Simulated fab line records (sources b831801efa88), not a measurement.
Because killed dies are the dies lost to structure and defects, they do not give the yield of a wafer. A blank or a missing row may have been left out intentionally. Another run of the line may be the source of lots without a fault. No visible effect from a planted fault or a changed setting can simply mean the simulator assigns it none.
A struck lot beside a sound one ; flow sky130 ; 14 steps out of a route of 708
Sound: the wafers L695.1, L695.4, L695.5. Wafers L708.2, L708.4, L708.6 were the ones struck. Last of all comes the cause.
Each step with rows lists, per side, the tool, then ch with its chambers, then its first start. Under that, the readings that differ: sound wafers ; struck wafers ; difference of the means ; sigmas: that difference in standard deviations of wafers without a fault.
alike: readings with means less than 2 such deviations apart, plus words and numbers identical on both sides. not compared: withheld readings, readings lacking a value on some wafer, bounds such as >300 that could conceal the same value, and numbers that have no deviation in the record and whose values overlap.
A row with sigmas, a row that says differs or no value, or rows on one side alone: a step with any of these is where the two part. Non-overlapping numbers with no deviation appear without sigmas and do not part them. A reading that every wafer of one side lacks parts them only if that side has two wafers or more.

first, 2 steps without rows for these wafers: SKY_FIELD_ISO_WET_ETCH_21 (etches SiO2 in dHF, target depth 20 nm, time 400 s); SKY_FIELD_ISO_OXIDATION_22 (stabilise 600 s, purge 300 s, target thk 10 nm).
SKY_FIELD_ISO_THK_MEAS_23:
  sound on filmMetro-03, day 2 16:07; struck on filmMetro-03, day 5 11:58
  alike: FIELD_ISO_OXIDATION_01_THK
then, 1 step without rows for these wafers: SKY_FIELD_ISO_CVD_24 (deposits SiO2, target thk 595 nm, time 99.2 s).
SKY_FIELD_ISO_THK_MEAS_25:
  sound on filmMetro-02, day 2 16:15; struck on filmMetro-04, day 5 12:06
  alike: FIELD_ISO_CVD_24_THK
then, 1 step without rows for these wafers: SKY_FIELD_ISO_ANNEAL_26 (time 1800 s).
SKY_FIELD_ISO_CMP_27: polishes, stops on Si3N4, t overpolish 16 s, target thk 457.8 nm.
  sound on cmp-01 ch 0,1,2, day 2 19:07; struck on cmp-02 ch 0,2, day 5 16:25
  alike: motorCurrentA, overpolishRunS, retainingRingPressureFrac, timeToEndpointS
then, 5 steps without rows for these wafers: SKY_FIELD_ISO_WET_ETCH_28 (etches SiO2 in dHF, target depth 23.7 nm, time 48.49 s); SKY_FIELD_ISO_WET_ETCH_29 (etches Si3N4 in H3PO4, target depth 160 nm, time 1825 s); SKY_FIELD_ISO_WET_ETCH_30 (etches SiO2 in dHF, target depth 25 nm, time 50 s); SKY_NWELL_CLEAN_00 (cleans in SC1/SC2, time 150 s); SKY_NWELL_OXIDATION_01 (stabilise 600 s, purge 300 s, target thk 10 nm).
SKY_NWELL_THK_MEAS_02:
  sound on filmMetro-01, day 2 21:48; struck on filmMetro-01, day 5 20:25
reading;sound;struck;difference;sigmas
NWELL_OXIDATION_THK (nm);9.73 9.77 9.72;10.84 10.63 10.69;+0.98;+5
  not compared: hold
-- the record jumps here: 44 days lie between the struck wafers' starts before and after (it left off in module NWELL and takes up again in module PAD_OPEN, whose first step shown is number 708 of the route) --
SKY_PAD_OPEN_PROBE_99:
  sound on prober-01, day 46 03:47; struck on prober-01, day 49 10:56
  alike: killed_at_M0_to_M3, killed_at_M4_up, killedAtContacts, killedAtFrontEnd, killedAtOther, killedDies, killedOpen, killedShort

== WHERE THEY PART ==
Only at SKY_NWELL_THK_MEAS_02, within this record. Later steps at which nothing parts them and some readings are alike: SKY_PAD_OPEN_PROBE_99.

WHY: the cause the simulator had injected
Metrology matching offset: filmMetro-01, from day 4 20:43 on, at SKY_NWELL_THK_MEAS_02. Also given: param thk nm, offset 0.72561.
